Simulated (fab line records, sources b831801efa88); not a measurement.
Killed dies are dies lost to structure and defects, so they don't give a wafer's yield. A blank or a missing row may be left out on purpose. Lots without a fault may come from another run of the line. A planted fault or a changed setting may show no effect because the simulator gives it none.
Which tool did it? | flow sky130 | 11 lots, 33 wafers sampled, at 3 steps of a route of 708

WHAT THE GAUGES READ, wafer by wafer
SKY_NWELL_OVL_MEAS_10.
lot  | measured     | on         | NWELL_00_OVL (nm)
L633 | day 5 02:58  | overlay-01 | -2.7 1.8 -2.3
L647 | day 8 09:21  | overlay-01 | 1.0 -1.6 1.4
L648 | day 8 14:22  | overlay-02 | 0.6 0.3 0.9
L649 | day 8 15:29  | overlay-01 | 0.8 -1.5 0.7
L650 | day 8 21:52  | overlay-02 | -1.4 0.3 -1.1
L651 | day 9 07:02  | overlay-02 | 2.3 1.1 -0.2
L652 | day 9 13:08  | overlay-02 | 2.1 1.5 0.3
L655 | day 10 02:34 | overlay-02 | 1.0 0.4 0.3

WHICH TOOL RAN EACH LOT (tool, then ch and the chambers of the sampled wafers, then the start)
lot  | SKY_FIELD_ISO_ETCH_15             | SKY_FIELD_ISO_STRIP_16
L633 | rie_diel-01 ch 1,2, day 2 13:07   | plasma_asher-04 ch 0,1, day 2 13:12
L636 | rie_diel-04 ch 0,1,3, day 3 02:04 | plasma_asher-03 ch 0,1, day 3 02:08
L637 | rie_diel-01 ch 1,2,3, day 3 07:55 | plasma_asher-01 ch 0,1, day 3 07:58
L638 | rie_diel-02 ch 1,2,3, day 3 13:28 | plasma_asher-04 ch 0,1, day 3 13:32
L647 | rie_diel-04 ch 0,1,3, day 5 10:13 | plasma_asher-03 ch 0,1, day 5 10:16
L648 | rie_diel-01 ch 0,1, day 5 16:22   | plasma_asher-03 ch 0,1, day 5 16:25
L649 | rie_diel-01 ch 2,3, day 5 19:40   | plasma_asher-03 ch 0,1, day 5 19:44
L650 | rie_diel-04 ch 0,3, day 6 00:55   | plasma_asher-01 ch 0,1, day 6 00:58
L651 | rie_diel-04 ch 0,2,3, day 6 09:19 | plasma_asher-03 ch 0,1, day 6 09:24
L652 | rie_diel-02 ch 0,1,3, day 6 14:55 | plasma_asher-01 ch 0,1, day 6 14:59
L655 | rie_diel-01 ch 1,2, day 7 04:01   | plasma_asher-04 ch 0,1, day 7 04:07
- SKY_FIELD_ISO_ETCH_15: etches the open film in CHF3/O2, stops on Si, target depth 180 nm, time 72 s.
- SKY_FIELD_ISO_STRIP_16: strips in O2/N2.

WHAT THE TOOLS THEMSELVES READ (means of the sampled wafers that have a number; where no wafer has one, the mark that the record gives instead)
SKY_FIELD_ISO_ETCH_15.
lot  | tool        | O2_flow_sccm (sccm) | bias_w (W) | drypump_motor_current_A (A) | oes_product_au (a.u.) | throttle_valve_pct (%)
L633 | rie_diel-01 | 4.994               | 199.9      | 5.4                         | 0.952                 | 8.846
L636 | rie_diel-04 | -                   | -          | -                           | -                     | -
L637 | rie_diel-01 | -                   | -          | -                           | -                     | -
L638 | rie_diel-02 | -                   | -          | -                           | -                     | -
L647 | rie_diel-04 | 5.010               | 199.8      | 6.1                         | 0.941                 | 8.856
L648 | rie_diel-01 | 4.989               | 199.9      | 6.4                         | 0.951                 | 8.838
L649 | rie_diel-01 | 4.981               | 199.1      | 5.5                         | 0.952                 | 8.851
L650 | rie_diel-04 | 4.989               | 200.0      | 6.2                         | 0.946                 | 8.848
L651 | rie_diel-04 | 5.012               | 199.8      | 5.8                         | 0.941                 | 8.836
L652 | rie_diel-02 | 5.004               | 200.4      | 6.0                         | 0.953                 | 8.850
L655 | rie_diel-01 | 4.989               | 199.9      | 5.4                         | 0.941                 | 8.836

SKY_FIELD_ISO_STRIP_16.
lot  | tool            | drypump_motor_current_A (A) | oes_product_au (a.u.) | strip_time_to_endpoint_s (s)
L633 | plasma_asher-04 | 6.46                        | 0.375                 | 3.55
L636 | plasma_asher-03 | 6.22                        | 0.446                 | 5.21
L637 | plasma_asher-01 | 5.82                        | 0.444                 | 5.21
L638 | plasma_asher-04 | 6.43                        | 0.443                 | 5.19
L647 | plasma_asher-03 | 6.13                        | 0.378                 | 3.54
L648 | plasma_asher-03 | 6.22                        | 0.382                 | 3.53
L649 | plasma_asher-03 | 6.22                        | 0.380                 | 3.56
L650 | plasma_asher-01 | 5.78                        | 0.379                 | 3.50
L651 | plasma_asher-03 | 6.14                        | 0.380                 | 3.57
L652 | plasma_asher-01 | 5.81                        | 0.378                 | 3.55
L655 | plasma_asher-04 | 6.45                        | 0.381                 | 3.58

THE ANSWER, worked out from the rows above alone
Rule: what is usual is taken from the lots themselves. Put in order of their means at a reading, lots are off if they are a third of the lots or fewer, leave a main group of 4 or more, and stand apart from it by a gap of 3 or more times the standard deviation of the main group's means; of several such gaps the widest counts. A main group whose means are all the same, to the digits that the tables above print for the reading, isn't used. A lot without any number at a reading at which 4 lots or more have one is off too. The other lots that the step has rows for count as sound. The gauges are gone through in route order, then the tools' own readings, and for those a lot's mean is taken as printed above. The first step at which some lot is off is used, and at that step the reading that is off furthest; a lot without a number counts as furthest.
Off: L636, L637, L638, at SKY_FIELD_ISO_ETCH_15 (O2_flow_sccm). Without a number there: L636, L637, L638. The main group: mean 4.996 sccm, standard deviation 0.011.
A tool fits if, at that step or a process step before it, it ran every lot that is off, and no sound lot after the first of them. None of those tried fits.

WHAT THE SIMULATOR HAD PUT IN
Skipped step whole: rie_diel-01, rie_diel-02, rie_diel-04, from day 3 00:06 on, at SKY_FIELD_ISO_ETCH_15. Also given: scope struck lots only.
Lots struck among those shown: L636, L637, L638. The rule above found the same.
